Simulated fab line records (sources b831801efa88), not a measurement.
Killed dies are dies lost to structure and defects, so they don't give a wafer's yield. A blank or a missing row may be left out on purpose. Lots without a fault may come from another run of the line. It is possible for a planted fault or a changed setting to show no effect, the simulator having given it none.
fab line records -- flow sky130
[record] lots = 6, wafers = 18, last_day = 49
route steps=708 shown SONOS_ONO@186 GATE_OXIDE@187 PAD_OPEN@708
lots with no fault: from the same line, run without faults
start_h: the number of hours between the record's first day and the start of the first shown wafer of the lot -- wait_h: hours from the lot's prior step to this one -- " the same as in the row above -- L1.1+2: several wafers, shown together as one row -- - no value present, or no start provided -- * or withheld: withheld -- < > ~ a bound
route shown NAME@n: a module of which the file shows steps, and the number in the route of the first -- usual: average and standard deviation across the fault-free wafers -- same: alike in all rows -- chamber/n: place in a boat -- sites: each site's reading -- _std_site: the values' standard deviation -- _edge_site: outer sites' mean less inner sites' -- radius_mm: how far each site lies from the wafer's centre -- mask NAME#n: copy n -- behind: the last tool/chamber to shape the wafer -- hold: reason for holding the lot/hours on hold/outcome of the hold -- device: names the non-switching transistor (n, p or np) -- end of line: tests of these same wafers at the route's end -- for a step that has no rows: nothing shown but its recipe -- killed: not the wafer's yield, but the dies lost to structure and defects at the first sort -- map: dies across one wafer; x = killed, . = not, _ = none there
set.NAME: the setting as run; set.NAME@STEP: as run at that earlier step -- model.NAME: the simulator's own value behind a step, which no gauge read
lots at some steps of the route; a table a step, a row a wafer
services: the hour from which a tool's chamber was out of use, counted from the record's first day as start_h (under 0 if before that day), plus the number of hours and why
[[steps]]
[step SKY_SONOS_ONO_WET_ETCH_18]
[recipe] chemistry = H3PO4, target_depth_nm = 15, target = Si3N4, temp_c = 160, time_s = 172
[step SKY_GATE_OXIDE_CLEAN_00]
[recipe] chemistry = SC1/SC2, mix = 1:4:20, temp_c = 70, time_s = 150, dry = n2_spin
[step SKY_GATE_OXIDE_OXIDATION_01]
[recipe] temp_c = 900, ambient = O2, stabilise_s = 600, purge_s = 300, target_thk_a = 102.68, ox_time_s = 1473
[step SKY_GATE_OXIDE_THK_MEAS_02]
[recipe] reads = SiO2_of_GATE_OXIDE_OXIDATION_01
[usual] GATE_OXIDE_OXIDATION_00_THK = 10.21/0.24
lot.wafer,tool,chamber,start_h,wait_h,GATE_OXIDE_OXIDATION_00_THK[nm]
L119.2,film_metro-04,-,299.77,0.0,9.86
L119.5,film_metro-04,-,299.77,0.0,10.10
L119.6,film_metro-04,-,299.77,0.0,9.78
L120.2,film_metro-03,-,305.32,0.0,9.92
L120.3,film_metro-03,-,305.32,0.0,9.84
L120.6,film_metro-03,-,305.32,0.0,9.95
L132.2,film_metro-02,-,407.85,0.0,10.33
L132.3,film_metro-02,-,407.85,0.0,10.15
L132.6,film_metro-02,-,407.85,0.0,10.36
L133.1,film_metro-02,-,414.34,0.0,10.50
L133.2,film_metro-02,-,414.34,0.0,10.53
L133.5,film_metro-02,-,414.34,0.0,10.62
L134.3,film_metro-03,-,417.39,0.0,10.08
L134.5,film_metro-03,-,417.39,0.0,9.89
L134.6,film_metro-03,-,417.39,0.0,9.92
L135.1,film_metro-02,-,424.14,0.0,10.33
L135.2,film_metro-02,-,424.14,0.0,10.43
L135.4,film_metro-02,-,424.14,0.0,10.54
[step SKY_GATE_OXIDE_DEHYDRATE_03]
[recipe] temp_c = 200, time_s = 60
[step SKY_GATE_OXIDE_HMDS_04]
[recipe] prime_time_s = 60, prime_temp_c = 120
[step SKY_GATE_OXIDE_COAT_05]
[recipe] resist = NOVOLAK, spin_rpm = 3000, resist_thk_nm = 1140
[step SKY_GATE_OXIDE_SOFTBAKE_06]
[recipe] temp_c = 90, time_s = 60, resist = NOVOLAK
[step SKY_GATE_OXIDE_EXPOSE_07]
[recipe] mask_id = LVOM, na = 0.6, source_shape = conventional, sigma_outer = 0.6, polarization = unpolarized, target_cd_nm = 600, dose_mj = 170
[step SKY_GATE_OXIDE_PEB_08]
[recipe] temp_c = withheld, time_s = *, resist = NOVOLAK
[step SKY_GATE_OXIDE_DEVELOP_09]
[recipe] resist = NOVOLAK, developer = TMAH, develop_time_s = 60, dev_temp_c = 23
[step SKY_GATE_OXIDE_OVL_MEAS_10]
[usual] GATE_OXIDE_OVL = 0.7/1.5
lot.wafer,tool,chamber,start_h,wait_h,GATE_OXIDE_OVL[nm]
L119.2,overlay-02,-,325.61,0.1,1.6
L119.5,overlay-02,-,325.61,0.1,1.3
L119.6,overlay-02,-,325.61,0.1,1.6
L120.2,overlay-02,-,331.71,0.1,-1.0
L120.3,overlay-02,-,331.71,0.1,-0.1
L120.6,overlay-02,-,331.71,0.1,-1.5
L132.2,overlay-02,-,439.36,0.1,-0.5
L132.3,overlay-02,-,439.36,0.1,-0.9
L132.6,overlay-02,-,439.36,0.1,-2.3
L133.1,overlay-01,-,445.64,0.1,2.1
L133.2,overlay-01,-,445.64,0.1,1.6
L133.5,overlay-01,-,445.64,0.1,0.8
L134.3,overlay-01,-,448.46,0.1,0.5
L134.5,overlay-01,-,448.46,0.1,0.1
L134.6,overlay-01,-,448.46,0.1,0.4
L135.1,overlay-02,-,455.40,0.1,1.2
L135.2,overlay-02,-,455.40,0.1,-0.5
L135.4,overlay-02,-,455.40,0.1,0.8
[step SKY_GATE_OXIDE_IMPLANT_11]
[recipe] species = B, energy_kev = 10, dose_cm2 = 2.6e+12, tilt_deg = withheld
[usual] dose_ions_cm2 = 2.5991e+12/2.9e+09, end_station_pressure_torr = 5e-06/2.6e-07, faraday_current_uA = 14.67/0.29
lot.wafer,tool,chamber,start_h,wait_h,dose_ions_cm2,end_station_pressure_torr,faraday_current_uA
L119.2,implanter-03,0,325.67,0.0,2.5982e+12,4.84e-06,14.47
L119.5,implanter-03,0,325.67,0.0,2.6003e+12,4.84e-06,14.31
L119.6,implanter-03,0,325.67,0.0,2.6006e+12,5.03e-06,14.91
L120.2,implanter-03,0,331.77,0.0,2.5951e+12,4.56e-06,14.33
L120.3,implanter-03,0,331.77,0.0,2.5992e+12,5.06e-06,14.98
L120.6,implanter-03,0,331.77,0.0,2.5988e+12,4.81e-06,14.56
L132.2,implanter-01,0,439.42,0.0,2.6003e+12,5.11e-06,14.55
L132.3,implanter-01,0,439.42,0.0,2.5951e+12,4.87e-06,13.78
L132.6,implanter-01,0,439.42,0.0,2.6023e+12,4.98e-06,14.81
L133.1,implanter-03,0,445.67,0.0,1.7488e+12,5.33e-06,9.89
L133.2,implanter-03,0,445.67,0.0,1.7445e+12,5.46e-06,9.87
L133.5,implanter-03,0,445.67,0.0,1.7461e+12,5.34e-06,9.55
L134.3,implanter-03,0,448.54,0.1,1.7516e+12,5.3e-06,9.94
L134.5,implanter-03,0,448.54,0.1,1.7511e+12,4.86e-06,9.79
L134.6,implanter-03,0,448.54,0.1,1.7489e+12,4.7e-06,9.69
L135.1,implanter-01,0,455.44,0.0,2.5974e+12,4.76e-06,14.42
L135.2,implanter-01,0,455.44,0.0,2.5968e+12,5e-06,14.49
L135.4,implanter-01,0,455.44,0.0,2.6007e+12,5.47e-06,14.39
[step SKY_GATE_OXIDE_WET_ETCH_12]
[recipe] chemistry = dHF, target_depth_nm = 16.8, dry = n2_spin, target = SiO2, dilution = 100:1, temp_c = 25, time_s = 336
[step SKY_GATE_OXIDE_STRIP_13]
[recipe] chemistry = O2/N2, power_w = 1400, pressure_mtorr = 1500, platen_temp_c = withheld, o2_flow_sccm = 3000, n2_flow_sccm = 300, overash_fraction = 0.5
[usual] drypump_motor_current_A = 5.7/0.55, oes_product_au = 0.716/0.0039, strip_time_to_endpoint_s = 14.18/0.037
lot.wafer,tool,chamber,start_h,wait_h,drypump_motor_current_A,oes_product_au,rf_hours_counter_h,strip_time_to_endpoint_s
L119.2,plasma_asher-04,1,325.90,0.0,4.9,0.717,65,14.11
L119.5,plasma_asher-04,1,325.90,0.0,4.9,0.717,-,14.10
L119.6,plasma_asher-04,0,325.90,0.0,6.0,0.720,-,14.11
L120.2,plasma_asher-02,0,332.00,0.0,5.7,0.710,22,14.14
L120.3,plasma_asher-02,0,332.00,0.0,5.6,0.714,-,14.15
L120.6,plasma_asher-02,1,332.00,0.0,5.4,0.719,-,14.18
L132.2,plasma_asher-04,0,439.65,0.0,6.0,0.712,76,14.18
L132.3,plasma_asher-04,0,439.65,0.0,6.0,0.712,-,14.17
L132.6,plasma_asher-04,1,439.65,0.0,4.9,0.718,-,14.19
L133.1,plasma_asher-04,1,445.92,0.0,4.9,0.723,77,14.17
L133.2,plasma_asher-04,0,445.92,0.0,6.0,0.710,77,14.20
L133.5,plasma_asher-04,0,445.92,0.0,6.0,0.719,-,14.18
L134.3,plasma_asher-04,1,448.77,0.0,4.9,0.717,-,14.16
L134.5,plasma_asher-04,0,448.77,0.0,6.0,0.717,-,14.15
L134.6,plasma_asher-04,1,448.77,0.0,4.9,0.714,-,14.17
L135.1,plasma_asher-02,1,455.69,0.0,5.3,0.718,34,14.16
L135.2,plasma_asher-02,0,455.69,0.0,5.6,0.710,34,14.19
L135.4,plasma_asher-02,0,455.69,0.0,5.6,0.719,-,14.18
[step SKY_GATE_OXIDE_TW_MEAS_14]
[usual] GATE_OXIDE_TW = 223.0/1.5
lot.wafer,tool,chamber,start_h,wait_h,GATE_OXIDE_TW
L119.2,film_metro-04,-,326.01,0.1,220.4
L119.5,film_metro-04,-,326.01,0.1,221.1
L119.6,film_metro-04,-,326.01,0.1,220.6
L120.2,film_metro-02,-,332.11,0.1,224.4
L120.3,film_metro-02,-,332.11,0.1,223.8
L120.6,film_metro-02,-,332.11,0.1,226.3
L132.2,film_metro-03,-,439.76,0.1,223.1
L132.3,film_metro-03,-,439.76,0.1,222.0
L132.6,film_metro-03,-,439.76,0.1,223.4
L133.1,film_metro-04,-,446.02,0.1,197.5
L133.2,film_metro-04,-,446.02,0.1,196.9
L133.5,film_metro-04,-,446.02,0.1,196.8
L134.3,film_metro-04,-,448.86,0.1,196.9
L134.5,film_metro-04,-,448.86,0.1,197.1
L134.6,film_metro-04,-,448.86,0.1,197.3
L135.1,film_metro-04,-,455.79,0.1,220.9
L135.2,film_metro-04,-,455.79,0.1,221.6
L135.4,film_metro-04,-,455.79,0.1,221.5
[step SKY_GATE_OXIDE_CLEAN_15]
[recipe] chemistry = SC1/SC2, mix = 1:4:20, temp_c = 70, time_s = 150, dry = n2_spin
[step SKY_PAD_OPEN_PROBE_99]
[usual] killed_at_M0_to_M3 = 44/6.8, killed_at_M4_up = 3.1/1.9, killed_at_contacts = 25/5.9, killed_at_front_end = 15/4.3, killed_at_other = 0.2/0.51, killed_dies = 87/11, killed_on_rim = 17/3.6, killed_open = 47/7.9, killed_short = 39/6.4
[same] gross_dies = 492, killed_at_back_side = 0
lot.wafer,tool,chamber,start_h,wait_h,killed_at_M0_to_M3,killed_at_M4_up,killed_at_contacts,killed_at_front_end,killed_at_other,killed_dies,killed_on_rim,killed_open,killed_short,model.etest.tip_p.rs_ohm_sq,model.etest.pfet_01v8.r_on_ohm_um,model.etest.nfet_01v8_lvt.drive_ua_um,model.etest.nfet_01v8.drive_ua_um,model.etest.nfet_01v8_turned.drive_ua_um,model.etest.nfet_01v8_swapped.drive_ua_um,model.etest.sram_nfet_pass.drive_ua_um,model.etest.nfet_01v8.r_on_ohm_um
L119.2,prober-01,-,1095.47,0.1,37,9,17,12,0,75,19,49,26,6887,2958,569,501.5,499.6,497.9,482,840.5
L119.5,prober-01,-,1095.62,0.2,39,6,19,8,0,72,19,33,39,6840,2913,566.4,497,495.9,499.1,479.8,849
L119.6,prober-01,-,1095.67,0.2,52,3,14,9,1,79,13,47,32,6825,2909,576.4,506.9,507,506.7,476.1,838.9
L120.2,prober-02,-,1096.70,0.1,45,6,25,16,0,92,16,49,43,6865,2919,581.3,514.4,511.9,513.8,490,826.2
L120.3,prober-02,-,1096.75,0.2,56,2,19,16,0,93,17,46,47,6947,2880,586.4,513.5,518.7,512.3,511.7,810.1
L120.6,prober-02,-,1096.90,0.2,52,1,21,17,0,91,16,51,40,6924,2895,595.8,522.6,524.5,522.6,505.9,811.5
L132.2,prober-02,-,1161.81,0.1,49,5,26,15,0,95,14,55,40,7017,2976,550,487.4,482.9,486.9,479.7,863.9
L132.3,prober-02,-,1161.86,0.2,44,3,27,13,0,87,16,50,37,7022,2928,560.4,488,490.1,488.2,482.9,856
L132.6,prober-02,-,1162.01,0.2,40,5,29,10,0,84,20,46,38,6991,2947,558.3,486,485.7,483.1,490.2,862.1
L133.1,prober-01,-,1165.05,0.1,44,2,23,14,1,84,13,46,38,7293,3108,630.5,553.4,548.9,549.1,533.8,789.1
L133.2,prober-01,-,1165.10,0.1,48,3,26,9,0,86,16,52,34,7288,3155,628.9,546.4,550.7,548.5,532.8,795
L133.5,prober-01,-,1165.25,0.2,55,3,23,17,1,99,18,53,46,7300,3125,630,551.3,544.7,552,534.3,786.6
L134.3,prober-02,-,1166.18,0.2,50,4,26,11,1,92,16,47,45,7203,3141,624.8,543,544.4,543.4,539.9,788.4
L134.5,prober-02,-,1166.28,0.2,47,3,30,26,0,106,22,52,54,7244,3186,629.9,549.2,554.5,552.9,533.3,789
L134.6,prober-02,-,1166.33,0.2,48,3,21,23,0,95,13,51,44,7211,3081,634.9,552.9,563.7,557.6,568.5,777.8
L135.1,prober-01,-,1168.94,0.1,37,8,31,21,1,98,22,56,42,6855,2858,579.8,506.7,507.2,506,508.2,829.1
L135.2,prober-01,-,1168.99,0.1,47,1,28,15,1,92,18,49,43,6855,2811,587.7,509,517.2,513.4,526,819.9
L135.4,prober-01,-,1169.09,0.2,44,1,29,11,0,85,12,45,40,6853,2836,572.2,499.8,503.5,499.9,486.8,828.7
// killed by level:class
L119.2 VIA3:geometric_particle:open=10 VIA1:geometric_particle:open=8 CONTACT:geometric_particle:open=8 VIA2:geometric_particle:open=6 POLY_GATE:geometric_particle:short=5 LI_CONTACT:geometric_particle:open=5 METAL4:geometric_particle:short=5 VIA1:geometric_particle:short=4
L119.5 CONTACT:geometric_particle:open=7 VIA1:geometric_particle:open=6 VIA1:geometric_particle:short=6 VIA2:geometric_particle:open=6 METAL1:geometric_particle:short=6 LI_CONTACT:geometric_particle:open=5 VIA3:geometric_particle:short=5 METAL4:geometric_particle:short=5
L119.6 VIA1:geometric_particle:open=13 VIA2:geometric_particle:open=11 METAL1:geometric_particle:short=9 VIA3:geometric_particle:open=6 METAL2:geometric_particle:short=5 CONTACT:geometric_particle:open=5 FIELD_ISO:geometric_particle:short=4 LI_CONTACT:geometric_particle:open=4
L120.2 VIA1:geometric_particle:open=18 CONTACT:geometric_particle:open=9 POLY_GATE:geometric_particle:short=8 LI_CONTACT:geometric_particle:open=6 LI_CONTACT:geometric_particle:short=5 VIA3:geometric_particle:open=5 METAL4:geometric_particle:short=5 VIA2:geometric_particle:short=4
L120.3 VIA1:geometric_particle:open=11 CONTACT:geometric_particle:short=9 VIA2:geometric_particle:open=9 METAL1:geometric_particle:short=8 VIA3:geometric_particle:short=7 VIA1:geometric_particle:short=7 FIELD_ISO:geometric_particle:short=5 LI_CONTACT:geometric_particle:open=5
L120.6 VIA1:geometric_particle:open=15 CONTACT:geometric_particle:open=10 VIA3:geometric_particle:open=8 METAL1:geometric_particle:short=7 VIA2:geometric_particle:open=7 VIA1:geometric_particle:short=6 POLY_GATE:geometric_particle:short=5 FIELD_ISO:geometric_particle:short=4
L132.2 VIA1:geometric_particle:open=14 LI_CONTACT:geometric_particle:open=10 VIA3:geometric_particle:open=8 CONTACT:geometric_particle:open=7 VIA3:geometric_particle:short=7 FIELD_ISO:geometric_particle:open=5 VIA1:geometric_particle:short=5 METAL4:geometric_particle:short=5
L132.3 VIA1:geometric_particle:open=11 VIA1:geometric_particle:short=10 LI_CONTACT:geometric_particle:open=7 CONTACT:geometric_particle:open=7 FIELD_ISO:geometric_particle:open=6 VIA2:geometric_particle:open=6 METAL1:geometric_particle:short=5 CONTACT:geometric_particle:short=4
L132.6 CONTACT:geometric_particle:open=10 VIA1:geometric_particle:open=10 LI_CONTACT:geometric_particle:open=9 METAL2:geometric_particle:short=7 LOCAL_INTERCONNECT:geometric_particle:short=5 CONTACT:geometric_particle:short=4 METAL1:geometric_particle:short=4 VIA3:geometric_particle:short=4
L133.1 VIA1:geometric_particle:open=10 CONTACT:geometric_particle:open=8 VIA3:geometric_particle:open=8 LOCAL_INTERCONNECT:geometric_particle:short=7 FIELD_ISO:geometric_particle:short=6 LI_CONTACT:geometric_particle:open=5 METAL2:geometric_particle:short=5 VIA2:geometric_particle:short=5
L133.2 VIA1:geometric_particle:open=14 LI_CONTACT:geometric_particle:open=8 VIA3:geometric_particle:open=8 VIA2:geometric_particle:open=7 LOCAL_INTERCONNECT:geometric_particle:short=6 CONTACT:geometric_particle:open=6 METAL2:geometric_particle:short=6 VIA1:geometric_particle:short=5
L133.5 VIA1:geometric_particle:open=11 CONTACT:geometric_particle:open=9 LI_CONTACT:geometric_particle:open=8 VIA1:geometric_particle:short=7 VIA2:geometric_particle:open=7 VIA3:geometric_particle:short=7 VIA3:geometric_particle:open=7 POLY_GATE:geometric_particle:short=6
L134.3 VIA3:geometric_particle:open=11 VIA1:geometric_particle:open=10 LOCAL_INTERCONNECT:geometric_particle:short=9 METAL2:geometric_particle:short=6 CONTACT:geometric_particle:open=6 CONTACT:geometric_particle:short=6 POLY_GATE:geometric_particle:open=4 LI_CONTACT:geometric_particle:open=4
L134.5 CONTACT:geometric_particle:open=12 VIA2:geometric_particle:open=8 VIA1:geometric_particle:open=8 POLY_GATE:geometric_particle:short=8 LI_CONTACT:geometric_particle:open=7 FIELD_ISO:geometric_particle:short=6 POLY_GATE:geometric_particle:open=5 LOCAL_INTERCONNECT:geometric_particle:short=5
L134.6 VIA1:geometric_particle:open=13 POLY_GATE:geometric_particle:short=7 CONTACT:geometric_particle:open=6 VIA1:geometric_particle:short=6 VIA3:geometric_particle:open=6 FIELD_ISO:geometric_particle:open=5 FIELD_ISO:geometric_particle:short=5 METAL1:geometric_particle:short=5
L135.1 CONTACT:geometric_particle:open=18 VIA1:geometric_particle:open=8 CONTACT:geometric_particle:short=7 FIELD_ISO:geometric_particle:short=6 VIA2:geometric_particle:open=6 VIA1:geometric_particle:short=5 FIELD_ISO:geometric_particle:open=4 POLY_GATE:geometric_particle:open=4
L135.2 CONTACT:geometric_particle:open=11 VIA1:geometric_particle:open=11 VIA1:geometric_particle:short=8 VIA3:geometric_particle:open=7 METAL2:geometric_particle:short=7 LI_CONTACT:geometric_particle:open=6 CONTACT:geometric_particle:short=6 METAL1:geometric_particle:short=6
L135.4 CONTACT:geometric_particle:open=13 VIA2:geometric_particle:open=11 LI_CONTACT:geometric_particle:open=7 VIA1:geometric_particle:short=6 VIA2:geometric_particle:short=6 CONTACT:geometric_particle:short=5 METAL2:geometric_particle:short=5 FIELD_ISO:geometric_particle:open=4
[[services]]
tool,chamber,start_h,hours,kind
plasma_asher-04,-,314.73,1.1,repair
plasma_asher-04,-,384.56,5.2,pm
plasma_asher-02,-,425.99,15.6,repair
plasma_asher-04,-,433.49,3.8,repair
[[key]]
[first_sign] step = SKY_GATE_OXIDE_IMPLANT_11, reading = dose_ions_cm2, direction = down, sigmas = 99+, usual = *, struck = *
[effect] step = SKY_GATE_OXIDE_IMPLANT_11, reading = faraday_current_uA, direction = down, sigmas = 17, usual = 14.67, struck = 9.79
[effect] step = SKY_GATE_OXIDE_TW_MEAS_14, reading = GATE_OXIDE_TW, direction = down, sigmas = 17, usual = 223.0, struck = 197.1
[model_effect] step = SKY_PAD_OPEN_PROBE_99, value = etest.tip_p.rs_ohm_sq, without = 6846, struck = 7257
met_at SKY_GATE_OXIDE_IMPLANT_11
struck_wafers L133.1,L133.2,L133.5,L134.3,L134.5,L134.6
tester_left_out L133,L134
onset_between 331.77 445.67
[fault] kind = process_parameter_drift, tool = implanter-03, chamber = -, onset_h = 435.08, steps = SKY_GATE_OXIDE_IMPLANT_11, channel = dose_cm2, offset = *, shape = step, end_h = 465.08, acts_in = *, stated = *
// tester_left_out: of these lots the tester's yield and bins aren't shown, on N5 and GAA mostly nor the transistor test; their killed dies are dies lost to structure and defects alone, not to doping, threshold or leakage, so they don't give the yield
